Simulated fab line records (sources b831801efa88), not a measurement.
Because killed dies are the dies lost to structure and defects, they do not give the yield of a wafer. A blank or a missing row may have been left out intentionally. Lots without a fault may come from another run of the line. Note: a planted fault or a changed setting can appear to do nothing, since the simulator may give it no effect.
Matching of chambers | flow gf180mcu | GF_V5_CMP_04 on cmp-02: 4 sister chambers
The step polishes SiO2. 7 wafers are shown with their chamber, then 7 later ones without.

## EACH WAFER AND ITS CHAMBER
wafer  | chamber | motor current A (A)
L078.4 | 0       | 12.3
L078.5 | 1       | 14.2
L079.1 | 2       | 12.3
L079.4 | 0       | 13.3
L079.6 | 1       | 13.4
L082.2 | 3       | 11.8
L082.4 | 2       | 12.0

## WAFERS MISSING THEIR CHAMBER
wafer  | motor current A (A)
L082.5 | 12.7
L091.3 | 12.1
L091.4 | 13.6
L091.5 | 12.0
L097.1 | 12.5
L097.2 | 12.0
L097.4 | 13.6

## THE CHAMBER EACH PASSED THROUGH
wafer  | from the rows above               | in truth
L082.5 | can't be placed: 0 or 2 or 3 or 1 | 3
L091.3 | can't be placed: 2 or 3 or 0      | 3
L091.4 | can't be placed: 1 or 0           | 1
L091.5 | can't be placed: 2 or 3 or 0      | 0
L097.1 | can't be placed: 0 or 2 or 3 or 1 | 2
L097.2 | can't be placed: 2 or 3 or 0      | 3
L097.4 | can't be placed: 1 or 0           | 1
Placed correctly: 0 of 7. From these rows, 7 cannot be placed; in 7 the true chamber is one of the candidates. 0 placed wrongly.
How it was worked out, from the rows above alone: a wafer's distance from a chamber is the root of the sum, over the readings, of the square of ((its reading less the chamber's mean) divided by the reading's scatter). If the next closest chamber is less than 2 further off than the closest, the wafer can't be placed; otherwise it belongs to the closest. A chamber's mean is the mean of its shown wafers. The scatter is the square root of a quotient: the sum, over the shown wafers, of each reading's squared deviation from its chamber's mean, divided by wafers minus chambers.
